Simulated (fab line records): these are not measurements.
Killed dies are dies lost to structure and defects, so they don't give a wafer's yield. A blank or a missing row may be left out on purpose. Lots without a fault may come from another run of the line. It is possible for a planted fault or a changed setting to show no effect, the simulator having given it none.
A struck lot beside a sound one | flow sky130 | 35 steps out of a route of 708
Sound: these wafers, L262.2, L262.3, L262.6. Wafers L270.2, L270.3, L270.5 were the ones struck. The cause is given at the end.
Per side, at each step with rows, come the tool, then ch with its chambers, and then its first start. Under that, the readings that differ: sound wafers | struck wafers | difference of the means | sigmas: that difference in standard deviations of wafers without a fault.
alike: readings with means less than 2 such deviations apart, plus words and numbers identical on both sides. not compared: withheld readings, readings lacking a value on some wafer, bounds such as >300 that could conceal the same value, and numbers that have no deviation in the record and whose values overlap.
Wherever a step has rows on one side only, a row that says differs or no value, or a row with sigmas, the two part there. When numbers do not overlap yet have no deviation, they are printed without sigmas and do not part them. A reading that every wafer of one side lacks parts them only if that side has two wafers or more.

first, 10 steps without rows for these wafers: SKY_METAL1_EXPOSE_12 (exposes mask MM1, target cd 140 nm); SKY_METAL1_PEB_13; SKY_METAL1_DEVELOP_14 (develop time 60 s); SKY_METAL1_DESCUM_17 (chemistry O2, time 8 s); SKY_METAL1_ETCH_18 (etches BARC in N2/H2, stops on SiO2, time 45.9 s, target depth 60 nm); SKY_METAL1_METAL_ETCH_19 (etches the open film in Cl2/BCl3, stops on SiO2, target depth 360 nm, time 78 s); SKY_METAL1_STRIP_20 (strips in O2/N2); SKY_METAL1_STRIP_21 (strips in post etch residue remover, time 1200 s); SKY_METAL1_CLEAN_22 (cleans in IPA, time 180 s); SKY_METAL1_CLEAN_23 (cleans in O3/DIW).
SKY_VIA1_HDPCVD_00: deposits SiO2, target thk 1030 nm, time 171.7 s.
  sound on hdpcvd-01 ch 0,1,2, day 34 19:01; struck on hdpcvd-01 ch 1,2, day 37 07:10
  alike: sih4-flow-sccm
then, 23 steps without rows for these wafers: SKY_VIA1_CMP_02 (polishes SiO2); SKY_VIA1_DEHYDRATE_04 (time 60 s); SKY_VIA1_HMDS_05 (prime time 60 s); SKY_VIA1_COAT_06 (resist thk 60 nm); SKY_VIA1_COAT_07 (resist thk 450 nm); SKY_VIA1_SOFTBAKE_08 (time 90 s); SKY_VIA1_EXPOSE_09 (exposes mask VIM, target cd 150 nm); SKY_VIA1_PEB_10; SKY_VIA1_DEVELOP_11 (develop time 60 s); SKY_VIA1_ETCH_14 (etches BARC in N2/H2, stops on SiO2, time 45.9 s, target depth 60 nm); SKY_VIA1_ETCH_15 (etches SiO2 in C4F8/O2/Ar, stops on TiN, target depth 351 nm, time 54 s); SKY_VIA1_STRIP_16 (strips in O2/N2); SKY_VIA1_STRIP_17 (strips in post etch residue remover, time 1200 s); SKY_VIA1_CLEAN_18 (cleans in IPA, time 180 s); SKY_VIA1_CLEAN_19 (cleans in O3/DIW); SKY_VIA1_SPUTTER_20 (material TiN, target thk 20 nm, time 80 s); SKY_VIA1_CVD_21 (deposits W, target thk 270 nm, time 80.902 s); SKY_VIA1_CMP_24 (polishes, stops on SiO2, t overpolish 15 s, target thk 0 nm); SKY_METAL2_SPUTTER_00 (material Ti, target thk 15 nm, time 10 s); SKY_METAL2_SPUTTER_01 (material TiN, target thk 20 nm, time 16.7 s); SKY_METAL2_SPUTTER_02 (material AlCu, target thk 250 nm, time 13.3 s); SKY_METAL2_SPUTTER_03 (material Ti, target thk 5 nm, time 3.3 s); SKY_METAL2_SPUTTER_04 (material TiN, target thk 70 nm, time 58.3 s).
-- the record jumps here: 12 days lie between the struck wafers' starts before and after (it left off in module METAL2 and takes up again in module PAD_OPEN, whose first step shown is number 708 of the route) --
SKY_PAD_OPEN_PROBE_99:
  sound on prober-01 at day 47 07:31; struck on prober-02 at day 49 02:56
  reading                               | sound             | struck                                                                     | difference                   | sigmas
  hold                                  | - - -             | await-dispo/2.4h/release await-dispo/2.4h/release await-dispo/2.4h/release | no value on the sound wafers |
  defect-limited-yield (%)              | 80.1 82.7 81.7    | 74.0 73.8 76.2                                                             | -6.8                         | -3
  killed_at_M0_to_M3                    | 46 51 46          | 97 90 86                                                                   | +43                          | +5
  killed-dies                           | 98 85 90          | 128 129 117                                                                | +34                          | +3
  killed-short                          | 51 42 44          | 28 32 24                                                                   | -18                          | -3
  sort_bin_3_pad_short (%)              | 1.0 1.2 0.4       | 3.0 3.0 2.2                                                                | +1.9                         | +5
  sort_bin_5_function (%)               | 11.6 8.9 10.8     | 16.5 16.1 16.7                                                             | +6.0                         | +4
  sort-n-pass                           | 394 407 402       | 364 363 375                                                                | -34                          | -3
  sort-yield-pct (%)                    | 80.1 82.7 81.7    | 74.0 73.8 76.2                                                             | -6.8                         | -3
  model.etest.tester.sort-n-pass        | 394 407 402       | 364 363 375                                                                | -34                          |
  model.etest.tester.sort-yield-pct (%) | 80.08 82.72 81.71 | 73.98 73.78 76.22                                                          | -6.84                        |
  model.etest.tester.sort_bin_5_pct (%) | 11.59 8.943 10.77 | 16.46 16.06 16.67                                                          | +5.96                        |
  model.etest.tester.sort_bin_3_pct (%) | 1.016 1.22 0.4065 | 3.049 3.049 2.236                                                          | +1.897                       |
  alike: killed_at_M4_up, killed-at-contacts, killed-at-front-end, killed-at-other, killed-open, sort_bin_6_memory

== WHERE THEY PART ==
Within this record, at SKY_PAD_OPEN_PROBE_99 only.

WHY: what the simulator had put in
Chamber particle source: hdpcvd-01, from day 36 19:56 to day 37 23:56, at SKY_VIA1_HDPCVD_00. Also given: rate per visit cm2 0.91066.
